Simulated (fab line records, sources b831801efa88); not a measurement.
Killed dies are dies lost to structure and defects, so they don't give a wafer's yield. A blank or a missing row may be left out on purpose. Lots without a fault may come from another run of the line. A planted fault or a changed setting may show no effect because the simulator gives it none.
Which tool did it? | flow gf180mcu | 12 lots, 34 wafers sampled, at 4 steps of a route of 602

WHAT THE GAUGES READ, wafer by wafer
GF_HV_LDD_OVL_MEAS_20. Usual: HV_LDD_01_OVL 1.1 nm, standard deviation 1.3.
lot  | measured     | on         | HV_LDD_01_OVL (nm) | flag
L334 | day 10 14:23 | overlay-02 | 0.6 0.2 1.3        |
L335 | day 10 19:43 | overlay-01 | -0.8 0.1 -1.7      |
L336 | day 11 07:34 | overlay-02 | -0.6 -1.7 -1.7     |
L337 | day 11 17:56 | overlay-02 | 2.6 0.1 0.2        |
L338 | day 11 22:24 | overlay-01 | 4.1 1.5 1.8        |
L339 | day 12 05:59 | overlay-02 | 1.0 2.9 3.0        |
L341 | day 12 22:28 | overlay-01 | 0.8 1.6 1.3        |
L342 | day 13 15:25 | overlay-02 | 0.3 0.9 2.7        |
L347 | day 15 07:49 | overlay-02 | 1.1 0.6 2.7        |
L351 | day 16 03:17 | overlay-02 | 0.6 1.2 1.0        |
L356 | day 17 22:26 | overlay-02 | 1.2 1.3            |
L357 | day 18 04:44 | overlay-01 | 0.8 1.2            |

GF_CONTACT_THK_MEAS_03. Usual: CONTACT_CVD_02_THK 863 nm, standard deviation 11.
lot  | measured     | on            | CONTACT_CVD_02_THK (nm) | flag
L334 | day 14 23:42 | film_metro-03 | 860 866 870             |
L335 | day 15 05:52 | film_metro-01 | 853 893 879             |
L336 | day 15 19:35 | film_metro-01 | 845 868 871             |
L337 | day 16 07:33 | film_metro-01 | 857 850 872             |
L338 | day 16 12:31 | film_metro-03 | 859 859 868             |
L339 | day 16 20:49 | film_metro-01 | 873 862 874             |
L341 | day 17 17:00 | film_metro-03 | 853 860 863             |
L342 | day 18 10:50 | film_metro-04 | 856 852 883             |
L347 | day 20 12:22 | film_metro-03 | 856 857 860             |
L351 | day 21 07:49 | film_metro-01 | 857 881 874             |
L356 | day 23 04:21 | film_metro-03 | 1198 1215 1197 1215     | OFF
L357 | day 23 08:43 | film_metro-03 | 867 1213 867 1213       | OFF

WHICH TOOL RAN EACH LOT (tool, then ch and the chambers of the sampled wafers, then the start)
lot  | GF_SALICIDE_RTA_08               | GF_CONTACT_CVD_02
L334 | rtp_anneal-01 ch 0, day 14 23:26 | pecvd-02 ch 0,1, day 14 23:37
L335 | rtp_anneal-02 ch 0, day 15 05:35 | pecvd-02 ch 0,2, day 15 05:47
L336 | rtp_anneal-01 ch 0, day 15 19:19 | pecvd-02 ch 0,1,2, day 15 19:31
L337 | rtp_anneal-01 ch 0, day 16 07:17 | pecvd-03 ch 0,2, day 16 07:29
L338 | rtp_anneal-01 ch 0, day 16 12:15 | pecvd-02 ch 1,2, day 16 12:26
L339 | rtp_anneal-02 ch 0, day 16 20:33 | pecvd-01 ch 0,1, day 16 20:45
L341 | rtp_anneal-01 ch 0, day 17 16:42 | pecvd-01 ch 0,1,2, day 17 16:53
L342 | rtp_anneal-01 ch 0, day 18 10:34 | pecvd-01 ch 0,1, day 18 10:46
L347 | rtp_anneal-02 ch 0, day 20 12:05 | pecvd-01 ch 0,1, day 20 12:17
L351 | rtp_anneal-02 ch 0, day 21 07:33 | pecvd-01 ch 0,2, day 21 07:44
L356 | rtp_anneal-01 ch 0, day 23 04:05 | pecvd-01 ch 2, day 23 04:16
L357 | rtp_anneal-02 ch 0, day 23 08:27 | pecvd-01 ch 0, day 23 08:37
- GF_SALICIDE_RTA_08: time 30 s.
- GF_CONTACT_CVD_02: deposits SiO2 from TEOS, target thk 860 nm, time 95.992 s.

WHAT THE TOOLS THEMSELVES READ (means of the sampled wafers that have a number; where no wafer has one, the mark that the record gives instead)
GF_SALICIDE_RTA_08. Usual: lamp_power_pct 17.9 %, standard deviation 1.5; wafer_temp_C_max 802.8, standard deviation 0.76.
lot  | tool          | lamp_power_pct (%) | wafer_temp_C_max | flag
L334 | rtp_anneal-01 | 16.0               | 804.0            |
L335 | rtp_anneal-02 | 19.0               | 802.0            |
L336 | rtp_anneal-01 | 16.0               | 802.9            |
L337 | rtp_anneal-01 | 16.0               | 804.0            |
L338 | rtp_anneal-01 | 16.0               | 802.8            |
L339 | rtp_anneal-02 | 19.0               | 802.8            |
L341 | rtp_anneal-01 | 16.0               | 803.6            |
L342 | rtp_anneal-01 | 16.0               | 803.9            |
L347 | rtp_anneal-02 | 19.0               | 801.9            |
L351 | rtp_anneal-02 | 19.0               | 802.6            |
L356 | rtp_anneal-01 | 16.0               | 804.4            |
L357 | rtp_anneal-02 | 19.0               | 802.5            |

GF_CONTACT_CVD_02. Usual: heater_power_w 679 W, standard deviation 120.
lot  | tool     | heater_power_w (W) | flag
L334 | pecvd-02 | 631                |
L335 | pecvd-02 | 542                |
L336 | pecvd-02 | 604                |
L337 | pecvd-03 | 561                |
L338 | pecvd-02 | 524                |
L339 | pecvd-01 | 703                |
L341 | pecvd-01 | 730                |
L342 | pecvd-01 | 732                |
L347 | pecvd-01 | 738                |
L351 | pecvd-01 | 807                |
L356 | pecvd-01 | 802                |
L357 | pecvd-01 | 824                |

THE ANSWER, worked out from the rows above alone
Rule: a lot is off if the mean of its wafers that have a number lies more than 3 standard deviations from the usual mean. A lot without any number at a reading at which 4 lots or more have one is off too. The other lots that the step has rows for count as sound. The gauges are gone through in route order, then the tools' own readings, and for those a lot's mean is taken as printed above. The first step at which some lot is off is used, and at that step the reading that is off furthest; a lot without a number counts as furthest.
Off: L356, L357, at GF_CONTACT_THK_MEAS_03 (CONTACT_CVD_02_THK).
A tool fits if, at a process step before that reading, it ran every lot that is off, and no sound lot after the first of them. The gauges at GF_CONTACT_THK_MEAS_03 are tried like those tools. Can't be told from this: 2 tools fit, pecvd-01 at GF_CONTACT_CVD_02, film_metro-03 at GF_CONTACT_THK_MEAS_03.

WHAT THE SIMULATOR HAD PUT IN
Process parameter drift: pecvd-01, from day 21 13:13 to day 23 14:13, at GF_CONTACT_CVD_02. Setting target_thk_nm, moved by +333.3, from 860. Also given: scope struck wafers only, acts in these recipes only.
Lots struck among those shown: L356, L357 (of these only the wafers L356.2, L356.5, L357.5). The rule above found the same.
